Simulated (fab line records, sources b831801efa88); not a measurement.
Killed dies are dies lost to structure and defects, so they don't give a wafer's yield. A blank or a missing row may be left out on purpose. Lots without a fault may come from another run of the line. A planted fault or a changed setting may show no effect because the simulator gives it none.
A struck lot beside a sound one | flow gf180mcu | 16 steps out of a route of 602
Sound: wafers L777.2, L777.3, L777.4. Struck: wafer L788.3. (L788.1, L788.2 of the same lot were not struck and are left out.) The cause comes at the end.
At each step with rows: each side's tool, then ch and its chambers, then its first start. Under that, the readings that differ: sound wafers | struck wafers | difference of the means | sigmas: that difference in standard deviations of wafers without a fault.
alike: readings whose means differ by less than 2 such deviations, and words and numbers that are the same on both sides. not compared: withheld readings, readings that some wafer has no value for, bounds like >300 that may hide the same value, and numbers for which the record gives no deviation and whose values overlap.
The two part at a step that has a row with sigmas, a row that says differs or no value, or rows on one side only. Numbers that don't overlap but have no deviation are shown without sigmas and don't part them. A reading that every wafer of one side lacks parts them only if that side has two wafers or more.

first, 6 steps without rows for these wafers: GF_M1_HMDS_08 (prime time 60 s); GF_M1_COAT_09 (resist thk 1000 nm); GF_M1_SOFTBAKE_10 (time 60 s); GF_M1_EXPOSE_11 (exposes mask Metal1, target cd 230 nm); GF_M1_PEB_12 (peb time 90 s); GF_M1_DEVELOP_13 (develop time 60 s).
GF_M1_CD_MEAS_14: target cd 230 nm.
  sound on cd_sem-01, day 18 10:32; struck on cd_sem-02, day 22 20:51
  alike: cd_nm
GF_M1_OVL_MEAS_15:
  sound on overlay-02, day 18 10:38; struck on overlay-02, day 22 20:58
  alike: M1_OVL
GF_M1_METAL_ETCH_16: etches the open film in Cl2/BCl3, stops on SiO2, target depth 627.5 nm, time 104.6 s.
  sound on rie_metal-01 ch 0,1, day 18 10:40; struck on rie_metal-01 ch 1, day 22 21:00
  alike: bcl3_flow_sccm, drypump_motor_current_A, oes_product_au, throttle_valve_pct
  not compared: rf_hours_counter_h
GF_M1_STRIP_17: strips in O2/N2.
  sound on plasma_asher-01 ch 0,1, day 18 10:47; struck on plasma_asher-01 ch 1, day 22 21:07
  alike: drypump_motor_current_A, heater_power_w, n2_flow_sccm, o2_flow_sccm, oes_product_au, strip_time_to_endpoint_s
  not compared: rf_hours_counter_h
then, 2 steps without rows for these wafers: GF_M1_STRIP_18 (strips in post etch residue remover, time 1200 s); GF_M1_CLEAN_19 (cleans in DIW).
GF_V1_CVD_00: deposits SiO2, target thk 600 nm, time 100 s.
  sound on hdpcvd-01 ch 0,2, day 18 11:20; struck on hdpcvd-01 ch 2, day 22 21:41
  reading                             | sound                | struck | difference | sigmas
  sih4_flow_sccm (sccm)               | 60.26 60.17 60.20    | 72.31  | +12.10     | +67
  susceptor_temp_C (C)                | 400.10 400.35 400.12 | 399.74 | -0.45      | -2
  model.SiO2_of_V1_CVD_00.thk_nm (nm) | 601.4 608.1 604      | 720.9  | +116.4     |
GF_V1_THK_MEAS_01:
  sound on film_metro-04, day 18 11:25; struck on film_metro-02, day 22 21:45
  reading            | sound       | struck | difference | sigmas
  V1_CVD_00_THK (nm) | 601 608 604 | 721    | +117       | +20
GF_V1_CVD_02: deposits SiO2 from TEOS, target thk 850 nm, time 94.851 s.
  sound on pecvd-01 ch 0,1,2, day 18 11:28; struck on pecvd-01 ch 2, day 22 21:49
  alike: heater_power_w, susceptor_temp_C
GF_PASSIVATION_PROBE_99:
  the record has rows for the sound wafers here (prober-02, day 30 04:57) and none for the struck ones

WHERE THEY PART
First at GF_V1_CVD_00; last, within this record, at GF_PASSIVATION_PROBE_99.

WHY: what the simulator had put in
Process parameter drift: hdpcvd-01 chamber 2, from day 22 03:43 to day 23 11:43, at GF_V1_CVD_00. Setting sih4_flow_sccm, moved by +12, from 60. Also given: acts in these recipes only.
